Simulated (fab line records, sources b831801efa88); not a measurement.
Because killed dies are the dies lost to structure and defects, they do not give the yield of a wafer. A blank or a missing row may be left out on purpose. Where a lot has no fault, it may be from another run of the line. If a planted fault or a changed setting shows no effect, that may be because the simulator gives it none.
Comparing a struck lot with a sound one :: flow gf180mcu :: 29 out of 602 route steps
Sound: these wafers, L272.1, L272.2, L272.4. Struck: wafer L278.2. (L278.4, L278.6 of the same lot were not struck and are left out.) The cause comes at the end.
Each step with rows lists, per side, the tool, then ch with its chambers, then its first start. Under that, the readings that differ: sound wafers :: struck wafers :: difference of the means :: sigmas: that difference in standard deviations of wafers without a fault.
alike: readings with means less than 2 such deviations apart, plus words and numbers identical on both sides. not compared: withheld readings, readings lacking a value on some wafer, bounds such as >300 that could conceal the same value, and numbers that have no deviation in the record and whose values overlap.
The two part at a step that has a row with sigmas, a row that says differs or no value, or rows on one side only. Non-overlapping numbers with no deviation appear without sigmas and do not part them. A reading missing from all wafers of one side parts the sides only when that side holds two or more wafers.

first, 2 steps without rows for these wafers: GF_V5_STRIP_19 (strips in post etch residue remover, time 1200 s); GF_V5_CLEAN_20 (cleans in DIW).
GF_V5_SPUTTER_21: material Ti, target thk 15 nm, time 80.02 s.
  sound: pvd sputter-01 at day 30 10:56; struck: pvd sputter-04 at day 32 04:41
  alike: throttle valve pct
GF_V5_SPUTTER_22: material TiN, target thk 10 nm, time 40 s.
  sound: pvd sputter-01 at day 30 11:00; struck: pvd sputter-04 at day 32 04:44
  alike: throttle valve pct
then, 1 step without rows for these wafers: GF_V5_CVD_23 (deposits W, target thk 350 nm, time 104.9 s).
GF_V5_RS_MEAS_24: a four-point-probe measurement.
  sound: film metro-02 at day 30 11:09; struck: film metro-01 at day 32 04:55
  alike: V5_W_RS
GF_V5_THK_MEAS_25: measures by xrf.
  sound: film metro-02 at day 30 11:16; struck: film metro-01 at day 32 05:02
  alike: V5_W_THK
then, 2 steps without rows for these wafers: GF_V5_CMP_26 (polishes, stops on SiO2, t overpolish 15 s, target thk 0 nm); GF_TOP_METAL_SPUTTER_00 (material Ti, target thk 37.5 nm, time 150 s).
GF_TOP_METAL_SPUTTER_01: material TiN, target thk 30 nm, time 25 s.
  sound: pvd sputter-02 at day 30 12:00; struck: pvd sputter-02 at day 32 05:29
  alike: throttle valve pct
then, 1 step without rows for these wafers: GF_TOP_METAL_SPUTTER_02 (material AlCu, target thk 900 nm, time 47.82 s).
GF_TOP_METAL_SPUTTER_03: material Ti, target thk 5 nm, time 3.3 s.
  sound: pvd sputter-02 at day 30 12:05; struck: pvd sputter-02 at day 32 05:33
  alike: throttle valve pct
GF_TOP_METAL_SPUTTER_04: material TiN, target thk 25 nm, time 20.8 s.
  sound: pvd sputter-02 at day 30 12:06; struck: pvd sputter-02 at day 32 05:34
reading: model.TiN_of_TOP_METAL_SPUTTER_04.thk nm (nm)
sound: 24.99 24.85 25.07
struck: 23.74
difference: -1.23
sigmas: 
  alike: throttle valve pct
GF_TOP_METAL_RS_MEAS_05: a four-point-probe measurement.
  sound: film metro-04 at day 30 12:07; struck: film metro-02 at day 32 05:37
  alike: TOP_METAL_ALCU_RS
GF_TOP_METAL_THK_MEAS_06: measures by xrf.
  sound: film metro-04 at day 30 12:14; struck: film metro-02 at day 32 05:44
  alike: TOP_METAL_ALCU_THK
then, 7 steps without rows for these wafers: GF_TOP_METAL_DEHYDRATE_07 (time 60 s); GF_TOP_METAL_HMDS_08 (prime time 60 s); GF_TOP_METAL_COAT_09 (resist thk 1500 nm); GF_TOP_METAL_SOFTBAKE_10 (time 60 s); GF_TOP_METAL_EXPOSE_11 (exposes mask MetalTop, target cd 440 nm); GF_TOP_METAL_PEB_12; GF_TOP_METAL_DEVELOP_13 (develop time 60 s).
GF_TOP_METAL_CD_MEAS_14 targets a cd of 440 nm.
  sound: cd sem-01 at day 31 05:39; struck: cd sem-02 at day 32 21:49
reading: cd nm (nm)
sound: 437.8 439.1 435.4
struck: 442.2
difference: +4.8
sigmas: +2
GF_TOP_METAL_OVL_MEAS_15:
  sound: overlay-01 at day 31 05:46; struck: overlay-01 at day 32 21:56
  alike: TOP_METAL_OVL
then, 1 step without rows for these wafers: GF_TOP_METAL_METAL_ETCH_16 (etches the open film in Cl2/BCl3, stops on SiO2, target depth 1077.5 nm, time 179.6 s).
GF_TOP_METAL_STRIP_17: strips in O2/N2.
  sound on plasma asher-01 ch 0,1, day 31 05:59; struck on plasma asher-04 ch 1, day 32 22:08
  alike: drypump motor current A, heater power w, oes product au, strip time to endpoint s
  not compared: rf hours counter h
GF_TOP_METAL_STRIP_18: strips in post etch residue remover, time 1200 s.
  sound on wet bench-01 ch 2, day 31 06:05; struck on wet bench-04 ch 1, day 32 22:14
reading: model.TiN_of_TOP_METAL_SPUTTER_04.thk nm (nm)
sound: 24.57 24.43 24.65
struck: 23.32
difference: -1.23
sigmas: 
  alike: bath guard temp C
then, 2 steps without rows for these wafers: GF_TOP_METAL_CLEAN_19 (cleans in DIW); GF_PASSIVATION_PROBE_99.

== WHERE THEY PART ==
At GF_TOP_METAL_CD_MEAS_14 and nowhere else, as far as this record goes. Later steps at which nothing parts them and some readings are alike: GF_TOP_METAL_OVL_MEAS_15, GF_TOP_METAL_STRIP_17, GF_TOP_METAL_STRIP_18.

WHY: the cause the simulator had injected
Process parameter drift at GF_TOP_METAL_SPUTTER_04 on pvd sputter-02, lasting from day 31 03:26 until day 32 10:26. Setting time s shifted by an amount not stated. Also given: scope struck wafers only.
